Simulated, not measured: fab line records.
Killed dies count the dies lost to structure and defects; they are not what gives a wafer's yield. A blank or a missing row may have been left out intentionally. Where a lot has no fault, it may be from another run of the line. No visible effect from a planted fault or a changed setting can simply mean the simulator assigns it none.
The tool behind it: which one? | flow gf180mcu | 12 lots with 36 wafers sampled at 3 steps, on a route of 602 steps

WHAT THE GAUGES READ, wafer by wafer
GF_V4_CD_MEAS_14: target cd 260 nm.
lot  | measured     | on       | cdNm (nm)
L075 | day 24 14:41 | cdSem-01 | 260.7 260.7 261.1
L077 | day 25 04:25 | cdSem-02 | 261.1 261.0 260.4
L079 | day 26 00:00 | cdSem-02 | 259.6 261.1 260.2
L081 | day 26 18:59 | cdSem-01 | 260.7 261.7 262.1
L083 | day 27 09:28 | cdSem-02 | 259.8 259.5 259.3
L085 | day 28 03:13 | cdSem-02 | 262.0 261.0 260.9
L087 | day 28 16:16 | cdSem-02 | 260.5 261.0 260.3
L089 | day 29 09:16 | cdSem-01 | 261.6 261.4 262.1
L091 | day 30 07:01 | cdSem-02 | 258.1 259.1 258.8
L093 | day 30 14:36 | cdSem-01 | 259.2 259.0 261.0
L095 | day 30 20:17 | cdSem-01 | 261.2 262.2 262.3
L097 | day 31 11:50 | cdSem-01 | 259.3 258.7 257.7

WHICH TOOL RAN EACH LOT (tool, then ch and the chambers of the sampled wafers, then the start)
lot  | GF_V3_CVD_23                 | GF_M4_SPUTTER_02
L075 | cvdW-02 ch 1, day 22 16:16   | pvdSputter-04, day 22 17:00
L077 | cvdW-02 ch 0,1, day 23 05:36 | pvdSputter-02, day 23 06:20
L079 | cvdW-01 ch 0,1, day 24 02:16 | pvdSputter-03, day 24 02:58
L081 | cvdW-02 ch 0,1, day 24 22:55 | pvdSputter-04, day 24 23:38
L083 | cvdW-02 ch 0,1, day 25 13:01 | pvdSputter-02, day 25 13:44
L085 | cvdW-02 ch 0,1, day 26 09:10 | pvdSputter-03, day 26 09:53
L087 | cvdW-01 ch 0,1, day 26 23:25 | pvdSputter-03, day 27 00:08
L089 | cvdW-01 ch 0,1, day 27 16:32 | pvdSputter-04, day 27 17:16
L091 | cvdW-01 ch 0,1, day 28 14:43 | pvdSputter-02, day 28 15:26
L093 | cvdW-02 ch 0,1, day 28 22:41 | pvdSputter-02, day 28 23:22
L095 | cvdW-01 ch 0,1, day 29 05:43 | pvdSputter-04, day 29 06:26
L097 | cvdW-01 ch 0,1, day 29 21:16 | pvdSputter-04, day 29 22:13
- GF_V3_CVD_23: deposits W, target thk 350 nm, time 104.9 s.
- GF_M4_SPUTTER_02: material AlCu, target thk 450 nm, time 23.9 s.

THE ANSWER, worked out from the rows above alone
Rule: the lots themselves supply what counts as usual. The widest of any qualifying gaps counts: lots, ordered by their means at a reading, are off when they make up no more than a third of the lots, leave a main group of 4 or more, and stand apart from it by 3 or more times the standard deviation of that group's means. Not used: any main group whose means are identical at the precision the tables above print for the reading. A lot without any number at a reading at which 4 lots or more have one is off too. Any other lot the step has rows for is counted as sound.
No lot is off at any reading shown: from this, nothing can be told.

WHAT THE SIMULATOR HAD INSERTED
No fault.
